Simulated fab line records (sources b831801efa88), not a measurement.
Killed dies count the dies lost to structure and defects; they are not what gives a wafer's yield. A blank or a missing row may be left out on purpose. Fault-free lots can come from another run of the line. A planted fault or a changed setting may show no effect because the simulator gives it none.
Which tool did it? -- flow gf180mcu -- 39 wafers from 13 lots sampled at 3 of the route's 602 steps

== WHAT THE GAUGES SHOWED, per wafer ==
GF_CONTACT_THK_MEAS_03.
lot,measured,on,CONTACT_CVD_02_THK (nm)
L895,day 15 05:23,film_metro-02,862 862 874
L896,day 15 14:54,film_metro-02,865 884 875
L897,day 15 21:35,film_metro-04,837 861 861
L898,day 16 16:23,film_metro-04,854 853 867
L899,day 16 16:36,film_metro-01,842 842 869
L900,day 17 04:35,film_metro-04,863 865 869
L901,day 17 16:35,film_metro-01,843 841 855
L902,day 18 14:09,film_metro-04,851 858 863
L904,day 19 02:55,film_metro-01,858 862 868
L905,day 19 19:14,film_metro-02,853 868 869
L906,day 19 21:28,film_metro-02,864 864 873
L915,day 22 14:35,film_metro-01,865 870 877
L916,day 22 23:55,film_metro-04,857 859 862

== TOOL THAT RAN EACH LOT (tool first, then ch and the chambers of the sampled wafers, then the start) ==
lot,GF_SAB_STRIP_13,GF_SALICIDE_RTA_08
L895,"plasma_asher-03 ch 0,1, day 15 04:29","rtp_anneal-01 ch 0, day 15 05:07"
L896,"plasma_asher-02 ch 0,1, day 15 14:01","rtp_anneal-02 ch 0, day 15 14:38"
L897,"plasma_asher-01 ch 0,1, day 15 20:43","rtp_anneal-01 ch 0, day 15 21:19"
L898,"plasma_asher-02 ch 0,1, day 16 15:29","rtp_anneal-01 ch 0, day 16 16:06"
L899,"plasma_asher-01 ch 0,1, day 16 15:41","rtp_anneal-01 ch 0, day 16 16:19"
L900,"plasma_asher-01 ch 0,1, day 17 03:37","rtp_anneal-02 ch 0, day 17 04:16"
L901,"plasma_asher-01 ch 0,1, day 17 15:30","rtp_anneal-01 ch 0, day 17 16:19"
L902,"plasma_asher-02 ch 0,1, day 18 13:13","rtp_anneal-02 ch 0, day 18 13:53"
L904,"plasma_asher-02 ch 0,1, day 19 02:01","rtp_anneal-01 ch 0, day 19 02:39"
L905,"plasma_asher-02 ch 0,1, day 19 18:22","rtp_anneal-01 ch 0, day 19 18:58"
L906,"plasma_asher-02 ch 0,1, day 19 20:35","rtp_anneal-02 ch 0, day 19 21:11"
L915,"plasma_asher-01 ch 0,1, day 22 13:43","rtp_anneal-01 ch 0, day 22 14:20"
L916,"plasma_asher-02 ch 0,1, day 22 23:01","rtp_anneal-02 ch 0, day 22 23:39"
- GF_SAB_STRIP_13: strips in O2/N2.
- GF_SALICIDE_RTA_08: time 30 s.

== WHAT THE TOOLS THEMSELVES READ (means of the sampled wafers that have a number; where no wafer has one, the mark that the record gives instead) ==
GF_SAB_STRIP_13.
lot,tool,drypump_motor_current_A (A),heater_power_w (W),oes_product_au (a.u.),strip_time_to_endpoint_s (s)
L895,plasma_asher-03,6.2,327,0.708,12.59
L896,plasma_asher-02,5.8,353,0.712,12.55
L897,plasma_asher-01,5.9,372,0.709,12.59
L898,plasma_asher-02,5.7,358,0.707,12.58
L899,plasma_asher-01,5.9,375,0.707,12.60
L900,plasma_asher-01,6.2,385,0.714,12.55
L901,plasma_asher-01,6.2,380,0.710,12.62
L902,plasma_asher-02,5.5,363,0.708,12.64
L904,plasma_asher-02,5.8,358,0.712,12.59
L905,plasma_asher-02,5.5,358,0.713,12.58
L906,plasma_asher-02,5.5,360,0.708,12.63
L915,plasma_asher-01,6.2,377,0.713,12.60
L916,plasma_asher-02,5.5,365,0.705,12.63

GF_SALICIDE_RTA_08.
lot,tool,lamp_power_pct (%),wafer_temp_C_max
L895,rtp_anneal-01,16.6,806.4
L896,rtp_anneal-02,17.4,802.4
L897,rtp_anneal-01,16.6,806.3
L898,rtp_anneal-01,16.6,805.0
L899,rtp_anneal-01,16.6,806.1
L900,rtp_anneal-02,17.4,802.9
L901,rtp_anneal-01,16.6,806.5
L902,rtp_anneal-02,17.4,802.2
L904,rtp_anneal-01,16.6,806.3
L905,rtp_anneal-01,16.6,805.8
L906,rtp_anneal-02,17.4,802.7
L915,rtp_anneal-01,16.6,807.4
L916,rtp_anneal-02,17.4,802.8

== THE ANSWER, worked out from the rows above alone ==
Rule: the lots themselves supply what counts as usual. The widest of any qualifying gaps counts: lots, ordered by their means at a reading, are off when they make up no more than a third of the lots, leave a main group of 4 or more, and stand apart from it by 3 or more times the standard deviation of that group's means. If all means in a main group match to the digits the tables above print for the reading, that group is not used. Also off: a lot with no number at a reading for which 4 or more lots have one. Where the step has rows for the other lots, those lots are counted as sound. After the gauges, taken in route order, come the tools' own readings; for these a lot's mean is taken, as printed above. The first step at which some lot is off is used, and at that step the reading that is off furthest; a lot without a number counts as furthest.
None of the lots is off at any reading shown; this tells nothing.

== WHAT HAD BEEN PUT IN BY THE SIMULATOR ==
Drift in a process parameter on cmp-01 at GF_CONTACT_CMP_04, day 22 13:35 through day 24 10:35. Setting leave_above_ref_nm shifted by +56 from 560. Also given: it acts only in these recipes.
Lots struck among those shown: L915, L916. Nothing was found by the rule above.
